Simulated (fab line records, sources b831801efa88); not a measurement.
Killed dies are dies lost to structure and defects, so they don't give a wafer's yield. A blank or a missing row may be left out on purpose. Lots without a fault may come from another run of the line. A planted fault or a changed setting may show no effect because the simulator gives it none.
fab line records | flow sky130 | part 1 of 2: steps 1 to 32 of 43
record lots=5 wafers=15 last_day=50
route steps=708 shown CAP2M@620 METAL4@621 VIA4@639 METAL5@661
lots that met no fault: from a run of the same line without faults
start_h: hours from the record's first day to the start of the lot's first wafer shown | wait_h: hours since the lot's step before | " the same as in the row above | L1.1+2: a row that stands for several wafers | - no value, or no start given | * or withheld: withheld | < > ~ a bound
route shown NAME@n: a module of which the file shows steps, and the number in the route of the first | usual: mean/standard deviation of fault-free wafers | same: alike in all rows | chamber/n: place in a boat | sites: the reading at each site | _std_site: their standard deviation | _edge_site: outer sites' mean less inner sites' | radius_mm: how far each site lies from the wafer's centre | mask NAME#n: copy n | behind: the tool/chamber that last shaped the wafer | hold: why the lot was held/for how many hours/how that ended | device: the transistor (n, p or np) that didn't switch | end of line: the same wafers' tests at the end of the route | a step without rows: its recipe alone | killed: dies lost to structure and defects at the first sort, not the wafer's yield | map: a wafer's dies, x killed, . not, _ none there
set.NAME: the setting as run; set.NAME@STEP: as run at that earlier step | model.NAME: the simulator's own value behind a step, which no gauge read
lots at some steps of the route; a table a step, a row a wafer
services: from which hour (start_h, from the record's first day; less than 0 if before it) a tool's chamber was out of use, for how many hours, and why
## steps
# step SKY_CAP2M_CLEAN_17
# recipe chemistry=O3/DIW dry=n2_spin
# columns lot.wafer tool chamber start_h wait_h
L074.1+2+5 wet_bench-01 3 956.60 0.0
L090.2+4+5 wet_bench-04 2 1053.65 0.0
L092.2+3+6 wet_bench-04 1 1065.25 0.0
L097.1+2+4 wet_bench-01 0 1101.29 0.0
L096.1+3+4 wet_bench-01 1 1101.92 0.0
# step SKY_METAL4_DEHYDRATE_05
# recipe temp_c=200 time_s=60
# columns lot.wafer tool chamber start_h wait_h
L074.1+2+5 litho_track-02 0 967.84 11.1
L090.2+4+5 litho_track-04 0 1063.41 9.7
L092.2+3+6 litho_track-04 0 1076.11 10.8
L097.1+2+4 litho_track-02 0 1110.74 9.3
L096.1+3+4 litho_track-04 0 1111.58 9.6
# step SKY_METAL4_HMDS_06
# recipe prime_time_s=60 prime_temp_c=120
# columns lot.wafer tool chamber start_h wait_h
L074.1+2+5 litho_track-02 0 967.99 0.1
L090.2+4+5 litho_track-04 0 1063.56 0.1
L092.2+3+6 litho_track-04 0 1076.26 0.1
L097.1+2+4 litho_track-02 0 1110.89 0.1
L096.1+3+4 litho_track-04 0 1111.73 0.1
# step SKY_METAL4_COAT_07
# recipe resist=BARC temp_c=withheld time_s=withheld spin_rpm=3000 resist_thk_nm=60
# columns lot.wafer tool chamber start_h wait_h
L074.1+2+5 litho_track-02 0 968.14 0.1
L090.2+4+5 litho_track-04 0 1063.71 0.1
L092.2+3+6 litho_track-04 0 1076.41 0.1
L097.1+2+4 litho_track-02 0 1111.04 0.1
L096.1+3+4 litho_track-04 0 1111.88 0.1
# step SKY_METAL4_COAT_08
# recipe resist=KrF-thick spin_rpm=3000 resist_thk_nm=1140
# columns lot.wafer tool chamber start_h wait_h
L074.1+2+5 litho_track-02 0 - -
L090.2+4+5 litho_track-04 0 - -
L092.2+3+6 litho_track-04 0 - -
L097.1+2+4 litho_track-02 0 - -
L096.1+3+4 litho_track-04 0 - -
# step SKY_METAL4_SOFTBAKE_09
# recipe temp_c=100 time_s=90 resist=KrF-thick
# columns lot.wafer tool chamber start_h wait_h
L074.1+2+5 litho_track-02 0 - -
L090.2+4+5 litho_track-04 0 - -
L092.2+3+6 litho_track-04 0 - -
L097.1+2+4 litho_track-02 0 - -
L096.1+3+4 litho_track-04 0 - -
# step SKY_METAL4_EXPOSE_10
# recipe mask_id=MM4 na=0.68 source_shape=annular sigma_inner=0.4 sigma_outer=0.8 target_cd_nm=300 dose_mj=28
# columns lot.wafer tool chamber start_h wait_h mask
L074.1+2+5 krf_scanner-01 0 - - MM4#0
L090.2+4+5 krf_scanner-01 0 - - MM4#0
L092.2+3+6 krf_scanner-01 0 - - MM4#0
L097.1+2+4 krf_scanner-02 0 - - MM4#0
L096.1+3+4 krf_scanner-02 0 - - MM4#0
# step SKY_METAL4_PEB_11
# recipe peb_temp_c=withheld peb_time_s=withheld resist=KrF-thick
# columns lot.wafer tool chamber start_h wait_h
L074.1+2+5 litho_track-04 0 - -
L090.2+4+5 litho_track-03 0 - -
L092.2+3+6 litho_track-02 0 - -
L097.1+2+4 litho_track-02 0 - -
L096.1+3+4 litho_track-02 0 - -
# step SKY_METAL4_DEVELOP_12
# recipe develop_time_s=60 resist=KrF-thick dev_temp_c=21
# same develop_time_s=60
# columns lot.wafer tool chamber start_h wait_h
L074.1+2+5 litho_track-04 0 - -
L090.2+4+5 litho_track-03 0 - -
L092.2+3+6 litho_track-02 0 - -
L097.1+2+4 litho_track-02 0 - -
L096.1+3+4 litho_track-02 0 - -
# step SKY_METAL4_CD_MEAS_13
# recipe target_cd_nm=300
# usual cd_nm=299.9/1.5
# columns lot.wafer tool chamber start_h wait_h cd_nm
L074.1 cd_sem-01 - 980.33 - 301.8
L074.2 " - " " 301.7
L074.5 " - " " 300.6
L090.2 cd_sem-01 - 1075.35 - 300.6
L090.4 " - " " 302.5
L090.5 " - " " 301.8
L092.2 cd_sem-02 - 1086.96 - 301.7
L092.3 " - " " 300.5
L092.6 " - " " 299.0
L097.1 cd_sem-01 - 1121.09 - 303.1
L097.2 " - " " 303.5
L097.4 " - " " 302.4
L096.1 cd_sem-01 - 1121.44 - 299.3
L096.3 " - " " 300.1
L096.4 " - " " 298.9
# step SKY_METAL4_OVL_MEAS_14
# usual METAL4_OVL=2/4.8
# columns lot.wafer tool chamber start_h wait_h METAL4_OVL[nm]
L074.1 overlay-02 - 980.45 0.1 3
L074.2 " - " " 4
L074.5 " - " " 7
L090.2 overlay-01 - 1075.45 0.1 -9
L090.4 " - " " -10
L090.5 " - " " -5
L092.2 overlay-02 - 1087.06 0.1 7
L092.3 " - " " 9
L092.6 " - " " 4
L097.1 overlay-01 - 1121.21 0.1 4
L097.2 " - " " 6
L097.4 " - " " 6
L096.1 overlay-01 - 1121.56 0.1 3
L096.3 " - " " -1
L096.4 " - " " 0
# step SKY_METAL4_DESCUM_15
# recipe chemistry=O2 source_power_w=150 bias_power_w=0 pressure_mtorr=10 temp_c=40 time_s=8
# usual drypump_motor_current_A=5.61/0.092 oes_product_au=1.000/0.0084
# columns lot.wafer tool chamber start_h wait_h drypump_motor_current_A oes_product_au rf_hours_counter_h
L074.1 rie_metal-03 0 980.49 0.0 5.62 1.000 17
L074.2 " 1 " " 5.72 1.001 14
L074.5 " 1 " " 5.72 1.005 -
L090.2 rie_metal-03 0 1075.48 0.0 5.62 1.007 22
L090.4 " 0 " " 5.63 1.006 -
L090.5 " 1 " " 5.71 1.006 -
L092.2 rie_metal-04 0 1087.09 0.0 5.62 1.005 4
L092.3 " 0 " " 5.62 0.999 -
L092.6 " 0 " " 5.63 1.012 -
L097.1 rie_metal-02 0 1121.24 0.0 5.77 1.005 7
L097.2 " 1 " " 5.61 1.002 21
L097.4 " 1 " " 5.65 1.004 -
L096.1 rie_metal-04 1 1121.59 0.0 5.49 0.996 14
L096.3 " 1 " " 5.49 0.991 -
L096.4 " 0 " " 5.62 1.005 -
# step SKY_METAL4_ETCH_16
# recipe chemistry=N2/H2 target=BARC ion_energy_ev=200 bias_w=100 pressure_mtorr=30 n2_flow_sccm=100 h2_flow_sccm=200 icp_w=500 stop_on=SiO2 time_s=88.2 target_depth_a=600
# usual drypump_motor_current_A=5.63/0.096 oes_product_au=0.625/0.0041 throttle_valve_pct=13.205/0.01
# columns lot.wafer tool chamber start_h wait_h drypump_motor_current_A oes_product_au rf_hours_counter_h throttle_valve_pct
L074.1 rie_metal-03 0 980.52 0.0 5.62 0.623 17 13.207
L074.2 " 1 " " 5.73 0.629 14 13.214
L074.5 " 1 " " 5.72 0.619 - 13.201
L090.2 rie_metal-03 0 1075.51 0.0 5.63 0.627 22 13.200
L090.4 " 0 " " 5.64 0.622 - 13.207
L090.5 " 1 " " 5.82 0.620 - 13.204
L092.2 rie_metal-04 0 1087.12 0.0 5.64 0.632 4 13.185
L092.3 " 0 " " 5.62 0.629 - 13.205
L092.6 " 0 " " 5.64 0.624 - 13.200
L097.1 rie_metal-02 0 1121.27 0.0 5.78 0.621 7 13.193
L097.2 " 1 " " 5.63 0.621 21 13.191
L097.4 " 1 " " 5.62 0.635 - 13.215
L096.1 rie_metal-04 1 1121.62 0.0 5.48 0.620 14 13.216
L096.3 " 1 " " 5.51 0.629 - 13.201
L096.4 " 0 " " 5.64 0.629 - 13.201
# step SKY_METAL4_ETCH_17
# recipe target=SiO2 stop_on=TiN chemistry=C4F8/O2/Ar source_w=1500 bias_w=1200 pressure_mtorr=40 c4f8_flow_sccm=withheld O2_flow_sccm=6 Ar_flow_sccm=300 time_s=3.9 target_depth_a=150
# usual oes_product_au=0.755/0.0065
# columns lot.wafer tool chamber start_h wait_h oes_product_au rf_hours_counter_h
L074.1 rie_diel-02 0 980.62 0.1 0.750 2
L074.2 " 3 " " 0.748 7
L074.5 " 0 " " 0.760 -
L090.2 rie_diel-02 0 1075.61 0.1 0.753 5
L090.4 " 2 " " 0.760 22
L090.5 " 0 " " 0.754 -
L092.2 rie_diel-03 3 1087.22 0.1 0.737 21
L092.3 " 2 " " 0.744 15
L092.6 " 2 " " 0.758 -
L097.1 rie_diel-04 3 1121.37 0.1 0.754 12
L097.2 " 2 " " 0.743 14
L097.4 " 1 " " 0.757 18
L096.1 rie_diel-03 3 1121.72 0.1 0.751 22
L096.3 " 0 " " 0.754 23
L096.4 " 1 " " 0.779 2
# step SKY_METAL4_METAL_ETCH_18
# recipe target_depth_a=8450 stop_on=SiO2 over_etch_frac=0.3 time_s=183.1 chemistry=Cl2/BCl3 resist_sidewall_deg=88 pressure_mtorr=10 icp_w=900 bias_w=48.5 Cl2_flow_sccm=60 bcl3_flow_sccm=30
# usual drypump_motor_current_A=5.63/0.098 oes_product_au=0.867/0.0063 throttle_valve_pct=22.266/0.0084
# same over_etch_frac=0.3
# columns lot.wafer tool chamber start_h wait_h drypump_motor_current_A oes_product_au rf_hours_counter_h throttle_valve_pct
L074.1 rie_metal-04 0 980.64 0.0 5.63 0.864 19 22.268
L074.2 " 1 " " 5.48 0.863 3 22.264
L074.5 " 1 " " 5.50 0.865 - 22.267
L090.2 rie_metal-02 0 1075.63 0.0 5.76 0.857 4 22.253
L090.4 " 0 " " 5.76 0.867 - 22.274
L090.5 " 1 " " 5.63 0.856 - 22.274
L092.2 rie_metal-03 0 1087.24 0.0 5.66 0.867 24 22.268
L092.3 " 1 " " 5.73 0.866 - 22.259
L092.6 " 0 " " 5.64 0.859 - 22.274
L097.1 rie_metal-03 1 1121.39 0.0 5.74 0.861 23 22.273
L097.2 " 0 " " 5.64 0.861 26 22.263
L097.4 " 0 " " 5.63 0.873 - 22.248
L096.1 rie_metal-02 1 1121.74 0.0 5.68 0.862 21 22.270
L096.3 " 1 " " 5.61 0.864 - 22.261
L096.4 " 0 " " 5.76 0.869 - 22.259
# step SKY_METAL4_STRIP_19
# recipe chemistry=O2/N2 power_w=1400 pressure_mtorr=1500 platen_temp_c=withheld o2_flow_sccm=3000 n2_flow_sccm=300 overash_fraction=0.5
# usual drypump_motor_current_A=5.7/0.36 oes_product_au=0.502/0.0048 strip_time_to_endpoint_s=6.52/0.054
# columns lot.wafer tool chamber start_h wait_h drypump_motor_current_A oes_product_au rf_hours_counter_h strip_time_to_endpoint_s
L074.1 plasma_asher-02 1 980.81 0.1 6.1 0.492 83 6.46
L074.2 " 0 " " 5.3 0.502 83 6.56
L074.5 " 0 " " 5.3 0.507 - 6.55
L090.2 plasma_asher-03 0 1075.81 0.1 6.2 0.507 1 6.45
L090.4 " 1 " " 5.2 0.504 - 6.52
L090.5 " 0 " " 6.2 0.496 - 6.46
L092.2 plasma_asher-01 1 1087.42 0.1 5.9 0.507 35 6.41
L092.3 " 1 " " 5.9 0.505 - 6.54
L092.6 " 0 " " 5.7 0.505 - 6.53
L097.1 plasma_asher-03 0 1121.57 0.1 6.2 0.500 6 6.57
L097.2 " 1 " " 5.2 0.504 6 6.56
L097.4 " 0 " " 6.2 0.507 - 6.60
L096.1 plasma_asher-02 1 1121.92 0.1 6.1 0.511 96 6.55
L096.3 " 0 " " 5.3 0.509 - 6.53
L096.4 " 1 " " 6.1 0.502 - 6.54
# step SKY_METAL4_STRIP_20
# recipe chemistry=post_etch_residue_remover time_s=1200 temp_c=72.5
# columns lot.wafer tool chamber start_h wait_h
L074.1+2+5 wet_bench-01 3 980.91 0.1
L090.2+4+5 wet_bench-01 0 1075.99 0.1
L092.2+3+6 wet_bench-02 1 1087.52 0.1
L097.1+2+4 wet_bench-02 0 1121.67 0.1
L096.1+3+4 wet_bench-01 3 1122.02 0.1
# step SKY_METAL4_CLEAN_21
# recipe chemistry=IPA time_s=180 temp_c=25
# columns lot.wafer tool chamber start_h wait_h
L074.1+2+5 wet_bench-02 3 981.29 0.0
L090.2+4+5 wet_bench-03 1 1076.33 0.0
L092.2+3+6 wet_bench-01 2 1087.86 0.0
L097.1+2+4 wet_bench-03 1 1122.35 0.0
L096.1+3+4 wet_bench-03 3 1122.41 0.1
# step SKY_METAL4_CLEAN_22
# recipe chemistry=O3/DIW dry=n2_spin
# columns lot.wafer tool chamber start_h wait_h
L074.1+2+5 wet_bench-01 3 981.35 0.0
L090.2+4+5 wet_bench-02 0 1076.39 0.0
L092.2+3+6 wet_bench-02 1 1087.92 0.0
L097.1+2+4 wet_bench-01 1 1122.45 0.0
L096.1+3+4 wet_bench-03 1 1122.47 0.0
# step SKY_VIA4_HDPCVD_00
# recipe material=SiO2 target_thk_nm=1750 sigma_open_frac=0.3 time_s=291.7 temp_c=400 sih4_flow_sccm=60 pressure_mtorr=6
# columns lot.wafer tool chamber start_h wait_h
L074.1+2+5 hdpcvd-01 1,2,1 981.45 0.0
L090.2+4+5 hdpcvd-01 1,1,2 1076.48 0.0
L092.2+3+6 hdpcvd-02 0,2,1 1088.01 0.0
L097.1+2+4 hdpcvd-02 2,1,2 1122.54 0.0
L096.1+3+4 hdpcvd-01 2,1,1 1122.56 0.0
# step SKY_VIA4_THK_MEAS_01
# recipe reads=SiO2_of_VIA4_HDPCVD_00
# usual VIA4_HDPCVD_THK=1752/16
# columns lot.wafer tool chamber start_h wait_h VIA4_HDPCVD_THK[nm]
L074.1 film_metro-02 - 981.62 0.1 1739
L074.2 " - " " 1762
L074.5 " - " " 1771
L090.2 film_metro-04 - 1076.67 0.1 1768
L090.4 " - " " 1764
L090.5 " - " " 1752
L092.2 film_metro-01 - 1088.20 0.1 1755
L092.3 " - " " 1745
L092.6 " - " " 1746
L097.1 film_metro-01 - 1122.79 0.2 1753
L097.2 " - " " 1760
L097.4 " - " " 1764
L096.1 film_metro-01 - 1122.85 0.2 1765
L096.3 " - " " 1773
L096.4 " - " " 1778
# step SKY_VIA4_CMP_02
# recipe material=SiO2 down_force_psi=4 platen_rpm=60 pad_velocity_m_s=0.94248
# usual motor_current_A=12.2/0.82
# columns lot.wafer tool chamber start_h wait_h motor_current_A
L074.2 cmp-01 1 981.78 0.1 13.6
L074.1 " 2 " " 11.4
L074.5 " 0 " " 11.7
L090.4 cmp-02 1 1076.87 0.2 12.0
L090.2 " 2 " " 14.2
L090.5 " 1 " " 11.6
L092.2 cmp-02 1 1088.30 0.1 11.4
L092.3 " 2 " " 14.1
L092.6 " 0 " " 12.2
L097.1 cmp-01 1 1122.90 0.1 13.5
L097.4 " 2 " " 10.7
L097.2 " 3 " " 12.4
L096.1 cmp-02 3 1123.14 0.3 11.7
L096.3 " 0 " " 12.1
L096.4 " 1 " " 11.6
# step SKY_VIA4_BOW_MEAS_03
# recipe mode=bow
# usual VIA4_BOW=81/8
# columns lot.wafer tool chamber start_h wait_h VIA4_BOW[um]
L074.1 film_metro-02 - 981.98 0.1 76
L074.2 " - " " 75
L074.5 " - " " 84
L090.2 film_metro-04 - 1077.14 0.2 87
L090.4 " - " " 80
L090.5 " - " " 80
L092.2 film_metro-02 - 1088.57 0.2 77
L092.3 " - " " 75
L092.6 " - " " 64
L097.1 film_metro-02 - 1123.15 0.2 83
L097.2 " - " " 70
L097.4 " - " " 80
L096.1 film_metro-01 - 1123.39 0.2 95
L096.3 " - " " 93
L096.4 " - " " 73
# step SKY_VIA4_DEHYDRATE_04
# recipe temp_c=200 time_s=60
# columns lot.wafer tool chamber start_h wait_h
L074.1+2+5 litho_track-02 0 992.69 10.7
L090.2+4+5 litho_track-03 0 1086.95 9.8
L092.2+3+6 litho_track-03 0 1098.15 9.6
L097.1+2+4 litho_track-02 0 1131.54 8.4
L096.1+3+4 litho_track-01 0 1131.99 8.6
# step SKY_VIA4_HMDS_05
# recipe prime_time_s=60 prime_temp_c=120
# columns lot.wafer tool chamber start_h wait_h
L074.1+2+5 litho_track-02 0 992.84 0.1
L090.2+4+5 litho_track-03 0 1087.10 0.1
L092.2+3+6 litho_track-03 0 1098.30 0.1
L097.1+2+4 litho_track-02 0 1131.69 0.1
L096.1+3+4 litho_track-01 0 1132.14 0.1
# step SKY_VIA4_COAT_06
# recipe resist=NOVOLAK spin_rpm=3000 resist_thk_nm=1140
# columns lot.wafer tool chamber start_h wait_h
L074.1+2+5 litho_track-02 0 992.99 0.1
L090.2+4+5 litho_track-03 0 1087.25 0.1
L092.2+3+6 litho_track-03 0 1098.45 0.1
L097.1+2+4 litho_track-02 0 1131.84 0.1
L096.1+3+4 litho_track-01 0 1132.29 0.1
# step SKY_VIA4_SOFTBAKE_07
# recipe temp_c=90 time_s=60 resist=NOVOLAK
# columns lot.wafer tool chamber start_h wait_h
L074.1+2+5 litho_track-02 0 993.14 0.1
L090.2+4+5 litho_track-03 0 1087.40 0.1
L092.2+3+6 litho_track-03 0 1098.60 0.1
L097.1+2+4 litho_track-02 0 1131.99 0.1
L096.1+3+4 litho_track-01 0 1132.44 0.1
# step SKY_VIA4_EXPOSE_08
# recipe mask_id=VIM4 na=0.6 source_shape=conventional sigma_outer=0.6 polarization=unpolarized target_cd_nm=800 dose_mj=132
# columns lot.wafer tool chamber start_h wait_h mask
L074.1+2+5 iline_stepper-01 0 - - VIM4#0
L090.2+4+5 iline_stepper-01 0 - - VIM4#0
L092.2+3+6 iline_stepper-01 0 - - VIM4#0
L097.1+2+4 iline_stepper-02 0 - - VIM4#0
L096.1+3+4 iline_stepper-01 0 - - VIM4#0
# step SKY_VIA4_PEB_09
# recipe temp_c=withheld time_s=* resist=NOVOLAK
# columns lot.wafer tool chamber start_h wait_h
L074.1+2+5 litho_track-01 0 - -
L090.2+4+5 litho_track-03 0 - -
L092.2+3+6 litho_track-03 0 - -
L097.1+2+4 litho_track-03 0 - -
L096.1+3+4 litho_track-02 0 - -
# step SKY_VIA4_DEVELOP_10
# recipe resist=NOVOLAK developer=TMAH develop_time_s=60 dev_temp_c=23
# same develop_time_s=60
# columns lot.wafer tool chamber start_h wait_h
L074.1+2+5 litho_track-01 0 1004.99 0.1
L090.2+4+5 litho_track-03 0 1096.90 0.1
L092.2+3+6 litho_track-03 0 1108.00 0.1
L097.1+2+4 litho_track-03 0 1141.18 0.1
L096.1+3+4 litho_track-02 0 1141.39 0.1
# step SKY_VIA4_OVL_MEAS_11
# usual VIA4_OVL=0.5/1.7
# columns lot.wafer tool chamber start_h wait_h VIA4_OVL[nm]
L074.1 overlay-02 - 1005.14 0.1 2.0
L074.2 " - " " 2.6
L074.5 " - " " 3.1
L090.2 overlay-01 - 1097.03 0.1 0.9
L090.4 " - " " 0.7
L090.5 " - " " 3.3
L092.2 overlay-01 - 1108.13 0.1 -0.6
L092.3 " - " " 1.3
L092.6 " - " " -0.4
L097.1 overlay-01 - 1141.33 0.1 0.0
L097.2 " - " " -0.3
L097.4 " - " " -2.4
L096.1 overlay-01 - 1141.54 0.1 -1.6
L096.3 " - " " -0.7
L096.4 " - " " 0.4
# step SKY_VIA4_ETCH_12
# recipe target=SiO2 chemistry=C4F8/O2/Ar stop_on=TiN mask_material=NOVOLAK source_w=1500 bias_w=1200 pressure_mtorr=40 c4f8_flow_sccm=withheld O2_flow_sccm=6 Ar_flow_sccm=300 time_s=withheld target_depth_a=5800
# usual oes_product_au=0.925/0.0048
# columns lot.wafer tool chamber start_h wait_h oes_product_au
L074.1 rie_diel-01 3 1005.17 0.0 0.923
L074.2 " 1 " " 0.928
L074.5 " 3 " " 0.925
L090.2 rie_diel-03 0 1097.06 0.0 0.915
L090.4 " 1 " " 0.931
L090.5 " 0 " " 0.931
L092.2 rie_diel-01 0 1108.16 0.0 0.925
L092.3 " 3 " " 0.919
L092.6 " 2 " " 0.923
L097.1 rie_diel-04 1 1141.36 0.0 0.924
L097.2 " 2 " " 0.921
L097.4 " 3 " " 0.922
L096.1 rie_diel-01 2 1141.57 0.0 0.927
L096.3 " 1 " " 0.920
L096.4 " 2 " " 0.931
